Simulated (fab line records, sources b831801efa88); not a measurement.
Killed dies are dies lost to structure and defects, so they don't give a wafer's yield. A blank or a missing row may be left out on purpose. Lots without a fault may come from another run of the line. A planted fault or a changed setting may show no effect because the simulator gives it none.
fab line records | flow gf180mcu
record lots=5 wafers=15 last_day=32
route steps=602 shown HV_LDD@188
lots that met no fault: from a run of the same line without faults
start_h: hours from the record's first day to the start of the lot's first wafer shown | wait_h: hours since the lot's step before | " the same as in the row above | L1.1+2: a row that stands for several wafers | - no value, or no start given | * or withheld: withheld | < > ~ a bound
route shown NAME@n: a module of which the file shows steps, and the number in the route of the first | usual: mean/standard deviation of fault-free wafers | same: alike in all rows | chamber/n: place in a boat | sites: the reading at each site | _std_site: their standard deviation | _edge_site: outer sites' mean less inner sites' | radius_mm: how far each site lies from the wafer's centre | mask NAME#n: copy n | behind: the tool/chamber that last shaped the wafer | hold: why the lot was held/for how many hours/how that ended | device: the transistor (n, p or np) that didn't switch | end of line: the same wafers' tests at the end of the route | a step without rows: its recipe alone | killed: dies lost to structure and defects at the first sort, not the wafer's yield | map: a wafer's dies, x killed, . not, _ none there
set.NAME: the setting as run; set.NAME@STEP: as run at that earlier step | model.NAME: the simulator's own value behind a step, which no gauge read
lots at some steps of the route; a table a step, a row a wafer
services: from which hour (start_h, from the record's first day; less than 0 if before it) a tool's chamber was out of use, for how many hours, and why
## steps
# step GF_HV_LDD_DEHYDRATE_12
# recipe temp_c=200 time_s=60
# usual plate_temp_C=200.00/0.14
# columns lot.wafer tool chamber start_h wait_h plate_temp_C
L074.1 litho_track-01 0 225.61 8.5 199.94
L074.2 " 0 " " 199.88
L074.3 " 0 " " 200.26
L075.2 litho_track-02 0 235.80 8.3 200.06
L075.3 " 0 " " 199.89
L075.6 " 0 " " 200.02
L081.2 litho_track-02 0 277.35 9.0 199.81
L081.3 " 0 " " 200.01
L081.4 " 0 " " 200.01
L085.2 litho_track-02 0 309.55 8.9 200.12
L085.4 " 0 " " 199.99
L085.5 " 0 " " 200.06
L086.1 litho_track-01 0 318.01 9.7 200.08
L086.4 " 0 " " 200.02
L086.5 " 0 " " 199.98
# step GF_HV_LDD_HMDS_13
# recipe prime_time_s=60 prime_temp_c=120
# columns lot.wafer tool chamber start_h wait_h
L074.1+2+3 litho_track-01 0 225.76 0.1
L075.2+3+6 litho_track-02 0 235.95 0.1
L081.2+3+4 litho_track-02 0 277.50 0.1
L085.2+4+5 litho_track-02 0 309.70 0.1
L086.1+4+5 litho_track-01 0 318.16 0.1
# step GF_HV_LDD_COAT_14
# recipe resist=NOVOLAK spin_rpm=3000 resist_thk_nm=1000
# usual dispense_pressure_kPa=51/3.4
# columns lot.wafer tool chamber start_h wait_h dispense_pressure_kPa
L074.1 litho_track-01 0 225.91 0.1 49
L074.2 " 0 " " 49
L074.3 " 0 " " 49
L075.2 litho_track-02 0 236.10 0.1 57
L075.3 " 0 " " 57
L075.6 " 0 " " 57
L081.2 litho_track-02 0 277.65 0.1 57
L081.3 " 0 " " 57
L081.4 " 0 " " 57
L085.2 litho_track-02 0 309.85 0.1 57
L085.4 " 0 " " 57
L085.5 " 0 " " 57
L086.1 litho_track-01 0 318.31 0.1 49
L086.4 " 0 " " 49
L086.5 " 0 " " 49
# step GF_HV_LDD_SOFTBAKE_15
# recipe temp_c=90 time_s=60 resist=NOVOLAK
# usual plate_temp_C=90.01/0.14
# columns lot.wafer tool chamber start_h wait_h plate_temp_C
L074.1 litho_track-01 0 226.06 0.1 90.03
L074.2 " 0 " " 90.10
L074.3 " 0 " " 90.07
L075.2 litho_track-02 0 236.25 0.1 89.83
L075.3 " 0 " " 90.27
L075.6 " 0 " " 89.96
L081.2 litho_track-02 0 277.80 0.1 90.04
L081.3 " 0 " " 89.99
L081.4 " 0 " " 89.83
L085.2 litho_track-02 0 310.00 0.1 89.95
L085.4 " 0 " " 90.01
L085.5 " 0 " " 90.07
L086.1 litho_track-01 0 318.46 0.1 90.18
L086.4 " 0 " " 90.20
L086.5 " 0 " " 90.03
# step GF_HV_LDD_EXPOSE_16
# recipe mask_id=Pplus_LV_AREA target_cd_nm=400 na=0.6 source_shape=conventional sigma_outer=0.6 dose_mj=140
# same sigma_outer=0.6
# columns lot.wafer tool chamber start_h wait_h mask
L074.1+2+3 iline_stepper-02 0 - - Pplus_LV_AREA#0
L075.2+3+6 iline_stepper-02 0 - - Pplus_LV_AREA#0
L081.2+3+4 iline_stepper-02 0 - - Pplus_LV_AREA#0
L085.2+4+5 iline_stepper-02 0 - - Pplus_LV_AREA#0
L086.1+4+5 iline_stepper-01 0 - - Pplus_LV_AREA#0
# step GF_HV_LDD_PEB_17
# recipe temp_c=withheld time_s=* resist=NOVOLAK
# columns lot.wafer tool chamber start_h wait_h
L074.1+2+3 litho_track-01 0 - -
L075.2+3+6 litho_track-01 0 - -
L081.2+3+4 litho_track-02 0 - -
L085.2+4+5 litho_track-04 0 - -
L086.1+4+5 litho_track-04 0 - -
# step GF_HV_LDD_DEVELOP_18
# recipe develop_time_s=60 dev_temp_c=23
# columns lot.wafer tool chamber start_h wait_h
L074.1+2+3 litho_track-01 0 235.31 0.1
L075.2+3+6 litho_track-01 0 245.53 0.1
L081.2+3+4 litho_track-02 0 287.45 0.1
L085.2+4+5 litho_track-04 0 320.32 0.1
L086.1+4+5 litho_track-04 0 328.69 0.1
# step GF_HV_LDD_CD_MEAS_19
# recipe target_cd_nm=400
# usual cd_nm=399.8/2.4
# columns lot.wafer tool chamber start_h wait_h cd_nm
L074.1 cd_sem-01 - 235.46 0.1 398.4
L074.2 " - " " 400.5
L074.3 " - " " 400.1
L075.2 cd_sem-02 - 245.68 0.1 397.3
L075.3 " - " " 396.7
L075.6 " - " " 395.9
L081.2 cd_sem-02 - 287.60 0.1 401.8
L081.3 " - " " 399.3
L081.4 " - " " 399.5
L085.2 cd_sem-01 - 320.46 0.1 399.6
L085.4 " - " " 400.9
L085.5 " - " " 402.1
L086.1 cd_sem-01 - 328.84 0.1 403.2
L086.4 " - " " 400.2
L086.5 " - " " 402.1
# step GF_HV_LDD_OVL_MEAS_20
# usual HV_LDD_01_OVL=1.7/1.5
# columns lot.wafer tool chamber start_h wait_h HV_LDD_01_OVL[nm]
L074.1 overlay-01 - 235.58 0.1 0.2
L074.2 " - " " -2.0
L074.3 " - " " -0.2
L075.2 overlay-02 - 245.79 0.1 1.9
L075.3 " - " " 1.7
L075.6 " - " " 1.0
L081.2 overlay-02 - 287.70 0.1 0.0
L081.3 " - " " -0.6
L081.4 " - " " 0.3
L085.2 overlay-01 - 320.57 0.1 2.9
L085.4 " - " " 1.0
L085.5 " - " " 0.2
L086.1 overlay-02 - 328.96 0.1 0.6
L086.4 " - " " 3.4
L086.5 " - " " 2.5
# step GF_HV_LDD_IMPLANT_21
# recipe species=BF2 energy_kev=25 dose_cm2=5e+13 tilt_deg=7
# usual dose_ions_cm2=5.001e+13/5.6e+10
# columns lot.wafer tool chamber start_h wait_h dose_ions_cm2
L074.1 implanter-03 0 235.62 0.0 4.999e+13
L074.2 " 0 " " 5.009e+13
L074.3 " 0 " " 4.997e+13
L075.2 implanter-01 0 245.84 0.0 5e+13
L075.3 " 0 " " 5.001e+13
L075.6 " 0 " " 5.012e+13
L081.2 implanter-01 0 287.76 0.0 5.003e+13
L081.3 " 0 " " 5.004e+13
L081.4 " 0 " " 4.999e+13
L085.2 implanter-04 0 320.63 0.0 4.998e+13
L085.4 " 0 " " 4.995e+13
L085.5 " 0 " " 4.998e+13
L086.1 implanter-04 0 329.00 0.0 4.993e+13
L086.4 " 0 " " 4.986e+13
L086.5 " 0 " " 4.993e+13
# step GF_HV_LDD_STRIP_22
# recipe chemistry=O2/N2 power_w=1400 pressure_mtorr=1500 platen_temp_c=250 o2_flow_sccm=3000 n2_flow_sccm=300 overash_fraction=0.5
# usual drypump_motor_current_A=5.8/0.43 heater_power_w=337/28 oes_product_au=0.716/0.0045 strip_time_to_endpoint_s=12.62/0.032
# columns lot.wafer tool chamber start_h wait_h drypump_motor_current_A heater_power_w oes_product_au rf_hours_counter_h strip_time_to_endpoint_s
L074.1 plasma_asher-01 1 235.77 0.1 6.4 382 0.706 58 12.60
L074.2 " 0 " " 5.1 277 0.716 58 12.60
L074.3 " 0 " " 5.1 290 0.720 - 12.64
L075.2 plasma_asher-02 0 245.97 0.1 6.1 339 0.711 62 12.66
L075.3 " 0 " " 6.0 339 0.715 - 12.62
L075.6 " 1 " " 5.9 336 0.716 - 12.65
L081.2 plasma_asher-01 1 287.88 0.1 6.4 377 0.718 64 12.58
L081.3 " 1 " " 6.4 382 0.719 - 12.55
L081.4 " 0 " " 5.1 287 0.719 - 12.60
L085.2 plasma_asher-01 0 320.75 0.1 5.1 284 0.711 68 12.60
L085.4 " 0 " " 5.1 285 0.713 - 12.61
L085.5 " 1 " " 6.4 379 0.719 - 12.62
L086.1 plasma_asher-02 1 329.15 0.1 6.0 336 0.720 69 12.59
L086.4 " 1 " " 5.9 332 0.713 - 12.64
L086.5 " 1 " " 5.9 340 0.726 - 12.57
# step GF_HV_LDD_TW_MEAS_23
# usual HV_LDD_2_TW=1050/6.4
# columns lot.wafer tool chamber start_h wait_h HV_LDD_2_TW
L074.1 film_metro-04 - 235.87 0.1 1053
L074.2 " - " " 1051
L074.3 " - " " 1053
L075.2 film_metro-03 - 246.08 0.1 1047
L075.3 " - " " 1045
L075.6 " - " " 1050
L081.2 film_metro-04 - 287.99 0.1 1053
L081.3 " - " " 1043
L081.4 " - " " 1051
L085.2 film_metro-04 - 320.86 0.1 1053
L085.4 " - " " 1050
L085.5 " - " " 1052
L086.1 film_metro-02 - 329.25 0.1 1050
L086.4 " - " " 1049
L086.5 " - " " 1048
# step GF_HV_LDD_DEHYDRATE_24
# recipe temp_c=200 time_s=60
# usual plate_temp_C=199.98/0.17
# columns lot.wafer tool chamber start_h wait_h plate_temp_C
L074.1 litho_track-01 0 244.46 8.6 199.98
L074.2 " 0 " " 200.00
L074.3 " 0 " " 199.87
L075.2 litho_track-02 0 254.65 8.6 200.11
L075.3 " 0 " " 199.82
L075.6 " 0 " " 200.15
L081.2 litho_track-01 0 297.03 9.0 200.04
L081.3 " 0 " " 200.10
L081.4 " 0 " " 200.03
L085.2 litho_track-01 0 330.73 9.9 200.15
L085.4 " 0 " " 199.87
L085.5 " 0 " " 199.88
L086.1 litho_track-01 0 339.66 10.4 199.90
L086.4 " 0 " " 199.97
L086.5 " 0 " " 200.05
# step GF_HV_LDD_HMDS_25
# recipe prime_time_s=60 prime_temp_c=120
# columns lot.wafer tool chamber start_h wait_h
L074.1+2+3 litho_track-01 0 244.61 0.1
L075.2+3+6 litho_track-02 0 254.80 0.1
L081.2+3+4 litho_track-01 0 297.18 0.1
L085.2+4+5 litho_track-01 0 330.88 0.1
L086.1+4+5 litho_track-01 0 339.81 0.1
# step GF_HV_LDD_COAT_26
# recipe resist=NOVOLAK spin_rpm=3000 resist_thk_nm=1000
# usual dispense_pressure_kPa=51/3.3
# columns lot.wafer tool chamber start_h wait_h dispense_pressure_kPa
L074.1 litho_track-01 0 244.76 0.1 49
L074.2 " 0 " " 49
L074.3 " 0 " " 49
L075.2 litho_track-02 0 254.95 0.1 57
L075.3 " 0 " " 57
L075.6 " 0 " " 57
L081.2 litho_track-01 0 297.33 0.1 49
L081.3 " 0 " " 49
L081.4 " 0 " " 49
L085.2 litho_track-01 0 331.03 0.1 49
L085.4 " 0 " " 49
L085.5 " 0 " " 49
L086.1 litho_track-01 0 339.96 0.1 49
L086.4 " 0 " " 49
L086.5 " 0 " " 49
# step GF_HV_LDD_SOFTBAKE_27
# recipe temp_c=90 time_s=60 resist=NOVOLAK
# usual plate_temp_C=90.00/0.11
# columns lot.wafer tool chamber start_h wait_h plate_temp_C
L074.1 litho_track-01 0 244.91 0.1 90.02
L074.2 " 0 " " 90.21
L074.3 " 0 " " 89.94
L075.2 litho_track-02 0 255.10 0.1 90.03
L075.3 " 0 " " 89.93
L075.6 " 0 " " 90.02
L081.2 litho_track-01 0 297.48 0.1 89.84
L081.3 " 0 " " 89.94
L081.4 " 0 " " 90.05
L085.2 litho_track-01 0 331.18 0.1 90.13
L085.4 " 0 " " 89.99
L085.5 " 0 " " 89.95
L086.1 litho_track-01 0 340.11 0.1 89.90
L086.4 " 0 " " 89.90
L086.5 " 0 " " 89.91
# step GF_HV_LDD_EXPOSE_28
# recipe mask_id=Nplus_HV_AREA target_cd_nm=400 na=0.6 source_shape=conventional sigma_outer=0.6 dose_mj=140
# same sigma_outer=0.6
# columns lot.wafer tool chamber start_h wait_h mask
L074.1+2+3 iline_stepper-02 0 - - Nplus_HV_AREA#0
L075.2+3+6 iline_stepper-02 0 - - Nplus_HV_AREA#0
L081.2+3+4 iline_stepper-02 0 - - Nplus_HV_AREA#0
L085.2+4+5 iline_stepper-01 0 - - Nplus_HV_AREA#0
L086.1+4+5 iline_stepper-02 0 - - Nplus_HV_AREA#0
# step GF_HV_LDD_PEB_29
# recipe temp_c=withheld time_s=* resist=NOVOLAK
# columns lot.wafer tool chamber start_h wait_h
L074.1+2+3 litho_track-01 0 - -
L075.2+3+6 litho_track-01 0 - -
L081.2+3+4 litho_track-01 0 - -
L085.2+4+5 litho_track-01 0 - -
L086.1+4+5 litho_track-01 0 - -
# step GF_HV_LDD_DEVELOP_30
# recipe develop_time_s=60 dev_temp_c=23
# columns lot.wafer tool chamber start_h wait_h
L074.1+2+3 litho_track-01 0 254.36 0.1
L075.2+3+6 litho_track-01 0 264.48 0.1
L081.2+3+4 litho_track-01 0 307.48 0.1
L085.2+4+5 litho_track-01 0 341.43 0.1
L086.1+4+5 litho_track-01 0 350.91 0.1
# step GF_HV_LDD_CD_MEAS_31
# recipe target_cd_nm=400
# usual cd_nm=400.6/1.9
# columns lot.wafer tool chamber start_h wait_h cd_nm
L074.1 cd_sem-02 - 254.51 0.1 402.5
L074.2 " - " " 401.7
L074.3 " - " " 404.6
L075.2 cd_sem-02 - 264.63 0.1 401.4
L075.3 " - " " 399.5
L075.6 " - " " 403.1
L081.2 cd_sem-01 - 307.63 0.1 400.6
L081.3 " - " " 398.7
L081.4 " - " " 399.7
L085.2 cd_sem-02 - 341.58 0.1 401.0
L085.4 " - " " 399.1
L085.5 " - " " 401.3
L086.1 cd_sem-01 - 351.06 0.1 405.6
L086.4 " - " " 401.6
L086.5 " - " " 401.3
# step GF_HV_LDD_OVL_MEAS_32
# usual HV_LDD_02_OVL=0.4/1.2
# columns lot.wafer tool chamber start_h wait_h HV_LDD_02_OVL[nm]
L074.1 overlay-02 - 254.63 0.1 0.3
L074.2 " - " " -0.5
L074.3 " - " " -0.4
L075.2 overlay-02 - 264.74 0.1 0.9
L075.3 " - " " -0.2
L075.6 " - " " 2.0
L081.2 overlay-01 - 307.73 0.1 -1.2
L081.3 " - " " -0.2
L081.4 " - " " 0.2
L085.2 overlay-02 - 341.68 0.1 2.4
L085.4 " - " " 1.4
L085.5 " - " " 1.6
L086.1 overlay-02 - 351.18 0.1 -1.3
L086.4 " - " " -1.4
L086.5 " - " " -1.3
# step GF_HV_LDD_IMPLANT_33
# recipe species=P energy_kev=60 dose_cm2=7.5e+12 tilt_deg=30 rotation_deg=0
# usual dose_ions_cm2=7.5e+12/8.4e+09
# columns lot.wafer tool chamber start_h wait_h dose_ions_cm2
L074.1 implanter-01 0 254.67 0.0 7.502e+12
L074.2 " 0 " " 7.514e+12
L074.3 " 0 " " 7.505e+12
L075.2 implanter-04 0 264.79 0.0 7.498e+12
L075.3 " 0 " " 7.504e+12
L075.6 " 0 " " 7.501e+12
L081.2 implanter-04 0 307.79 0.0 7.5e+12
L081.3 " 0 " " 7.499e+12
L081.4 " 0 " " 7.501e+12
L085.2 implanter-01 0 341.74 0.0 7.508e+12
L085.4 " 0 " " 7.513e+12
L085.5 " 0 " " 7.485e+12
L086.1 implanter-01 0 351.21 0.0 7.503e+12
L086.4 " 0 " " 7.498e+12
L086.5 " 0 " " 7.499e+12
# step GF_HV_LDD_IMPLANT_34
# recipe species=P energy_kev=60 dose_cm2=7.5e+12 tilt_deg=30 rotation_deg=90
# usual dose_ions_cm2=7.5e+12/7.7e+09
# columns lot.wafer tool chamber start_h wait_h dose_ions_cm2
L074.1 implanter-01 0 254.82 0.1 7.512e+12
L074.2 " 0 " " 7.503e+12
L074.3 " 0 " " 7.497e+12
L075.2 implanter-04 0 264.94 0.1 7.503e+12
L075.3 " 0 " " 7.501e+12
L075.6 " 0 " " 7.514e+12
L081.2 implanter-04 0 307.94 0.1 7.495e+12
L081.3 " 0 " " 7.499e+12
L081.4 " 0 " " 7.494e+12
L085.2 implanter-01 0 341.89 0.1 7.497e+12
L085.4 " 0 " " 7.502e+12
L085.5 " 0 " " 7.508e+12
L086.1 implanter-01 0 351.36 0.1 7.509e+12
L086.4 " 0 " " 7.492e+12
L086.5 " 0 " " 7.498e+12
# step GF_HV_LDD_IMPLANT_35
# recipe species=P energy_kev=60 dose_cm2=7.5e+12 tilt_deg=30 rotation_deg=180
# usual dose_ions_cm2=7.503e+12/8.4e+09
# columns lot.wafer tool chamber start_h wait_h dose_ions_cm2
L074.1 implanter-01 0 254.97 0.1 7.499e+12
L074.2 " 0 " " 7.511e+12
L074.3 " 0 " " 7.509e+12
L075.2 implanter-04 0 265.09 0.1 7.508e+12
L075.3 " 0 " " 7.493e+12
L075.6 " 0 " " 7.498e+12
L081.2 implanter-04 0 308.09 0.1 7.503e+12
L081.3 " 0 " " 7.494e+12
L081.4 " 0 " " 7.498e+12
L085.2 implanter-01 0 342.04 0.1 7.495e+12
L085.4 " 0 " " 7.486e+12
L085.5 " 0 " " 7.493e+12
L086.1 implanter-01 0 351.51 0.1 7.5e+12
L086.4 " 0 " " 7.509e+12
L086.5 " 0 " " 7.508e+12
# step GF_HV_LDD_IMPLANT_36
# recipe species=P energy_kev=60 dose_cm2=7.5e+12 tilt_deg=30 rotation_deg=270
# usual dose_ions_cm2=7.499e+12/7.9e+09
# columns lot.wafer tool chamber start_h wait_h dose_ions_cm2
L074.1 implanter-01 0 255.12 0.1 7.509e+12
L074.2 " 0 " " 7.487e+12
L074.3 " 0 " " 7.497e+12
L075.2 implanter-04 0 265.24 0.1 7.498e+12
L075.3 " 0 " " 7.501e+12
L075.6 " 0 " " 7.491e+12
L081.2 implanter-04 0 308.24 0.1 7.501e+12
L081.3 " 0 " " 7.503e+12
L081.4 " 0 " " 7.495e+12
L085.2 implanter-01 0 342.19 0.1 7.484e+12
L085.4 " 0 " " 7.497e+12
L085.5 " 0 " " 7.501e+12
L086.1 implanter-01 0 351.66 0.1 7.503e+12
L086.4 " 0 " " 7.507e+12
L086.5 " 0 " " 7.495e+12
# step GF_HV_LDD_STRIP_37
# recipe chemistry=O2/N2 power_w=1400 pressure_mtorr=1500 platen_temp_c=250 o2_flow_sccm=3000 n2_flow_sccm=300 overash_fraction=0.5
# usual drypump_motor_current_A=5.8/0.45 heater_power_w=336/30 oes_product_au=0.716/0.0045 strip_time_to_endpoint_s=12.621/0.028
# columns lot.wafer tool chamber start_h wait_h drypump_motor_current_A heater_power_w oes_product_au rf_hours_counter_h strip_time_to_endpoint_s
L074.1 plasma_asher-03 1 255.27 0.1 5.7 337 0.720 15 12.589
L074.2 " 0 " " 5.4 351 0.716 15 12.638
L074.3 " 1 " " 5.7 342 0.722 - 12.615
L075.2 plasma_asher-02 0 265.37 0.1 6.0 340 0.717 64 12.599
L075.3 " 0 " " 6.1 334 0.713 - 12.622
L075.6 " 1 " " 5.9 336 0.720 - 12.615
L081.2 plasma_asher-01 0 308.36 0.1 5.1 286 0.715 66 12.628
L081.3 " 0 " " 5.1 287 0.718 - 12.640
L081.4 " 1 " " 6.4 382 0.722 - 12.634
L085.2 plasma_asher-03 1 342.31 0.1 5.7 332 0.727 25 12.639
L085.4 " 1 " " 5.7 336 0.718 - 12.636
L085.5 " 1 " " 5.7 337 0.714 - 12.617
L086.1 plasma_asher-02 0 351.81 0.1 6.1 339 0.719 72 12.642
L086.4 " 0 " " 6.1 340 0.713 - 12.586
L086.5 " 0 " " 6.1 342 0.712 - 12.610
# step GF_HV_LDD_TW_MEAS_38
# usual HV_LDD_3_TW=1428/8.4
# columns lot.wafer tool chamber start_h wait_h HV_LDD_3_TW
L074.1 film_metro-03 - 255.37 0.1 1436
L074.2 " - " " 1427
L074.3 " - " " 1424
L075.2 film_metro-02 - 265.48 0.1 1437
L075.3 " - " " 1442
L075.6 " - " " 1434
L081.2 film_metro-04 - 308.47 0.1 1434
L081.3 " - " " 1423
L081.4 " - " " 1424
L085.2 film_metro-04 - 342.42 0.1 1434
L085.4 " - " " 1441
L085.5 " - " " 1431
L086.1 film_metro-02 - 351.91 0.1 1431
L086.4 " - " " 1436
L086.5 " - " " 1437
# step GF_HV_LDD_DEHYDRATE_39
# recipe temp_c=200 time_s=60
# usual plate_temp_C=199.99/0.18
# columns lot.wafer tool chamber start_h wait_h plate_temp_C
L074.1 litho_track-04 0 264.49 9.1 199.93
L074.2 " 0 " " 200.15
L074.3 " 0 " " 200.07
L075.2 litho_track-02 0 274.45 9.0 199.84
L075.3 " 0 " " 199.58
L075.6 " 0 " " 199.99
L081.2 litho_track-02 0 318.10 9.6 199.77
L081.3 " 0 " " 199.66
L081.4 " 0 " " 199.97
L085.2 litho_track-04 0 352.82 10.4 199.69
L085.4 " 0 " " 199.76
L085.5 " 0 " " 199.63
L086.1 litho_track-02 0 362.13 10.2 199.71
L086.4 " 0 " " 199.87
L086.5 " 0 " " 200.06
# step GF_HV_LDD_HMDS_40
# recipe prime_time_s=60 prime_temp_c=120
# columns lot.wafer tool chamber start_h wait_h
L074.1+2+3 litho_track-04 0 264.64 0.1
L075.2+3+6 litho_track-02 0 274.60 0.1
L081.2+3+4 litho_track-02 0 318.25 0.1
L085.2+4+5 litho_track-04 0 352.97 0.1
L086.1+4+5 litho_track-02 0 362.28 0.1
# step GF_HV_LDD_COAT_41
# recipe resist=NOVOLAK spin_rpm=3000 resist_thk_nm=1000
# usual dispense_pressure_kPa=52/3.7
# columns lot.wafer tool chamber start_h wait_h dispense_pressure_kPa
L074.1 litho_track-04 0 264.79 0.1 49
L074.2 " 0 " " 49
L074.3 " 0 " " 49
L075.2 litho_track-02 0 274.75 0.1 57
L075.3 " 0 " " 57
L075.6 " 0 " " 57
L081.2 litho_track-02 0 318.40 0.1 57
L081.3 " 0 " " 57
L081.4 " 0 " " 57
L085.2 litho_track-04 0 353.12 0.1 49
L085.4 " 0 " " 49
L085.5 " 0 " " 49
L086.1 litho_track-02 0 362.43 0.1 57
L086.4 " 0 " " 57
L086.5 " 0 " " 57
# step GF_HV_LDD_SOFTBAKE_42
# recipe temp_c=90 time_s=60 resist=NOVOLAK
# usual plate_temp_C=90.02/0.12
# columns lot.wafer tool chamber start_h wait_h plate_temp_C
L074.1 litho_track-04 0 264.94 0.1 90.10
L074.2 " 0 " " 90.16
L074.3 " 0 " " 90.18
L075.2 litho_track-02 0 274.90 0.1 89.98
L075.3 " 0 " " 90.15
L075.6 " 0 " " 89.97
L081.2 litho_track-02 0 318.55 0.1 89.90
L081.3 " 0 " " 89.97
L081.4 " 0 " " 89.90
L085.2 litho_track-04 0 353.27 0.1 89.92
L085.4 " 0 " " 90.05
L085.5 " 0 " " 90.01
L086.1 litho_track-02 0 362.58 0.1 89.81
L086.4 " 0 " " 89.81
L086.5 " 0 " " 90.07
# step GF_HV_LDD_EXPOSE_43
# recipe mask_id=Pplus_HV_AREA target_cd_nm=400 na=0.6 source_shape=conventional sigma_outer=0.6 dose_mj=140
# same sigma_outer=0.6
# columns lot.wafer tool chamber start_h wait_h mask
L074.1+2+3 iline_stepper-02 0 - - Pplus_HV_AREA#0
L075.2+3+6 iline_stepper-02 0 - - Pplus_HV_AREA#0
L081.2+3+4 iline_stepper-02 0 - - Pplus_HV_AREA#0
L085.2+4+5 iline_stepper-01 0 - - Pplus_HV_AREA#0
L086.1+4+5 iline_stepper-01 0 - - Pplus_HV_AREA#0
# step GF_HV_LDD_PEB_44
# recipe temp_c=withheld time_s=* resist=NOVOLAK
# columns lot.wafer tool chamber start_h wait_h
L074.1+2+3 litho_track-04 0 - -
L075.2+3+6 litho_track-04 0 - -
L081.2+3+4 litho_track-04 0 - -
L085.2+4+5 litho_track-02 0 - -
L086.1+4+5 litho_track-01 0 - -
# step GF_HV_LDD_DEVELOP_45
# recipe develop_time_s=60 dev_temp_c=23
# columns lot.wafer tool chamber start_h wait_h
L074.1+2+3 litho_track-04 0 274.24 0.1
L075.2+3+6 litho_track-04 0 284.32 0.1
L081.2+3+4 litho_track-04 0 328.42 0.1
L085.2+4+5 litho_track-02 0 364.20 0.1
L086.1+4+5 litho_track-01 0 373.56 0.1
# step GF_HV_LDD_CD_MEAS_46
# recipe target_cd_nm=400
# usual cd_nm=399.6/2.4
# columns lot.wafer tool chamber start_h wait_h cd_nm
L074.1 cd_sem-02 - 274.39 0.1 397.6
L074.2 " - " " 397.9
L074.3 " - " " 398.0
L075.2 cd_sem-02 - 284.46 0.1 397.3
L075.3 " - " " 396.5
L075.6 " - " " 399.3
L081.2 cd_sem-01 - 328.56 0.1 399.0
L081.3 " - " " 397.9
L081.4 " - " " 399.2
L085.2 cd_sem-02 - 364.35 0.1 400.0
L085.4 " - " " 403.6
L085.5 " - " " 402.6
L086.1 cd_sem-02 - 373.71 0.1 399.4
L086.4 " - " " 398.6
L086.5 " - " " 399.3
# step GF_HV_LDD_OVL_MEAS_47
# usual HV_LDD_03_OVL=0.2/1.1
# columns lot.wafer tool chamber start_h wait_h HV_LDD_03_OVL[nm]
L074.1 overlay-02 - 274.51 0.1 0.4
L074.2 " - " " 0.0
L074.3 " - " " 0.6
L075.2 overlay-01 - 284.57 0.1 -1.6
L075.3 " - " " -1.6
L075.6 " - " " -0.1
L081.2 overlay-01 - 328.67 0.1 0.5
L081.3 " - " " -0.1
L081.4 " - " " -1.5
L085.2 overlay-01 - 364.45 0.1 -0.3
L085.4 " - " " -0.1
L085.5 " - " " 0.0
L086.1 overlay-01 - 373.83 0.1 1.4
L086.4 " - " " 0.2
L086.5 " - " " -1.2
# step GF_HV_LDD_IMPLANT_48
# recipe species=B energy_kev=25 dose_cm2=3e+13 tilt_deg=7
# usual dose_ions_cm2=3e+13/3.2e+10
# columns lot.wafer tool chamber start_h wait_h dose_ions_cm2
L074.1 implanter-03 0 274.55 0.0 3.003e+13
L074.2 " 0 " " 3e+13
L074.3 " 0 " " 3.002e+13
L075.2 implanter-03 0 284.63 0.0 2.997e+13
L075.3 " 0 " " 3.001e+13
L075.6 " 0 " " 2.994e+13
L081.2 implanter-01 0 328.73 0.0 3.004e+13
L081.3 " 0 " " 2.993e+13
L081.4 " 0 " " 3.001e+13
L085.2 implanter-03 0 364.51 0.0 3.006e+13
L085.4 " 0 " " 3.005e+13
L085.5 " 0 " " 3.007e+13
L086.1 implanter-04 0 373.86 0.0 2.999e+13
L086.4 " 0 " " 3.001e+13
L086.5 " 0 " " 2.999e+13
# step GF_HV_LDD_STRIP_49
# recipe chemistry=O2/N2 power_w=1400 pressure_mtorr=1500 platen_temp_c=250 o2_flow_sccm=3000 n2_flow_sccm=300 overash_fraction=0.5
# usual drypump_motor_current_A=5.8/0.45 heater_power_w=336/30 oes_product_au=0.715/0.0048 strip_time_to_endpoint_s=12.62/0.034
# columns lot.wafer tool chamber start_h wait_h drypump_motor_current_A heater_power_w oes_product_au rf_hours_counter_h strip_time_to_endpoint_s
L074.1 plasma_asher-01 0 274.70 0.1 5.1 287 0.719 62 12.61
L074.2 " 1 " " 6.4 369 0.713 62 12.65
L074.3 " 1 " " 6.4 359 0.711 - 12.62
L075.2 plasma_asher-03 1 284.75 0.1 5.7 340 0.711 18 12.67
L075.3 " 1 " " 5.7 341 0.719 - 12.61
L075.6 " 1 " " 5.7 343 0.722 - 12.64
L081.2 plasma_asher-01 1 328.85 0.1 6.4 371 0.718 68 12.61
L081.3 " 1 " " 6.4 391 0.726 - 12.66
L081.4 " 0 " " 5.1 283 0.715 - 12.65
L085.2 plasma_asher-02 1 364.63 0.1 6.0 335 0.705 73 12.61
L085.4 " 1 " " 5.9 337 0.718 - 12.61
L085.5 " 0 " " 6.1 345 0.717 - 12.59
L086.1 plasma_asher-02 0 374.01 0.1 6.1 339 0.717 75 12.61
L086.4 " 1 " " 6.0 338 0.716 - 12.62
L086.5 " 0 " " 6.1 324 0.718 - 12.62
# step GF_HV_LDD_TW_MEAS_50
# usual HV_LDD_4_TW=566/3.8
# columns lot.wafer tool chamber start_h wait_h HV_LDD_4_TW
L074.1 film_metro-03 - 274.80 0.1 563
L074.2 " - " " 570
L074.3 " - " " 568
L075.2 film_metro-02 - 284.86 0.1 568
L075.3 " - " " 570
L075.6 " - " " 570
L081.2 film_metro-02 - 328.96 0.1 568
L081.3 " - " " 567
L081.4 " - " " 565
L085.2 film_metro-04 - 364.74 0.1 563
L085.4 " - " " 567
L085.5 " - " " 562
L086.1 film_metro-02 - 374.11 0.1 571
L086.4 " - " " 569
L086.5 " - " " 568
## services
# columns tool chamber start_h hours kind
implanter-04 - 202.48 19.6 repair
plasma_asher-01 - 205.22 2.8 repair
implanter-03 - 217.31 2.1 pm
implanter-04 - 222.03 4.3 pm
iline_stepper-01 - 224.33 4.6 repair
implanter-04 - 242.14 2.9 pm
implanter-03 - 244.06 1.9 repair
implanter-03 - 258.08 0.6 repair
iline_stepper-02 - 263.18 1.7 pm
plasma_asher-02 - 297.49 18.7 repair
plasma_asher-03 - 307.52 3.5 repair
iline_stepper-02 - 328.69 2.1 pm
iline_stepper-02 - 330.77 - consumable_replace:lamp
iline_stepper-01 - 341.48 1.7 pm
implanter-03 - 342.95 2.1 repair
implanter-04 - 344.21 3.4 repair
plasma_asher-01 - 367.48 12.4 pm
plasma_asher-03 - 370.45 4.4 repair
implanter-01 - 373.01 3.5 pm
implanter-03 - 374.01 4.4 pm
## key
fault none
